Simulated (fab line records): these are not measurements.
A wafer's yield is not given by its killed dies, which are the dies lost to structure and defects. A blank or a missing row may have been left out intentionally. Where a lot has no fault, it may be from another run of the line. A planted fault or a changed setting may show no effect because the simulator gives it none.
2 desks looking at one fault -- flow gf180mcu -- what lay behind the numbers comes last; until then each desk has only its own

## THE METROLOGY DESK
What the gauges read, lot by lot, whatever tool the lot ran on: means of the sampled wafers that have a number. If a lot's mean is further than 4 standard deviations from the usual mean, the lot is out of limits and carries the mark OUT (the distance appears in the brackets).
Columns: A = V5_CVD_00_THK at GF_V5_THK_MEAS_01, usual 301 nm; B = V5_CVD_02_THK at GF_V5_THK_MEAS_03, usual 1455 nm; C = V5_BOW at GF_V5_BOW_MEAS_05, usual 135 um; D = cd-nm at GF_V5_CD_MEAS_14, usual 260.1 nm
lot,first seen here,A,B,C,D
L958,day 27 11:40,301,1440,129,259.8
L959,day 27 13:14,302,1458,142,260.7
L964,day 29 09:42,298,1479,134,260.3
L966,day 29 21:22,304,1444,134,260.3
L973,day 31 18:50,303,1431,127,258.1
L978,day 32 20:37,300,1447,127,260.4
This desk's finding: nothing out of limits on any of the 6 lots.

## FOR THE TOOL OWNER'S DESK: litho-track-04
The tool's own readings at GF_V5_COAT_09 (resist thk 1000 nm): means of the sampled wafers that have a number, for each lot that ran on this tool. If a lot's mean is further than 4 standard deviations from the usual mean, the lot is out of limits and carries the mark OUT (the distance appears in the brackets).
Columns: A = dispense-pressure-kPa at GF_V5_COAT_09, usual 48 kPa
lot,first seen here,A
L959,day 27 23:00,51
L964,day 29 19:00,51
L966,day 30 07:00,51
This desk's finding: nothing out of limits on any of the 3 lots.

## ALL TOGETHER
The metrology desk saw nothing out of limits.
The tool owner's desk saw nothing out of limits.

## WHAT THE SIMULATOR HAD INSERTED
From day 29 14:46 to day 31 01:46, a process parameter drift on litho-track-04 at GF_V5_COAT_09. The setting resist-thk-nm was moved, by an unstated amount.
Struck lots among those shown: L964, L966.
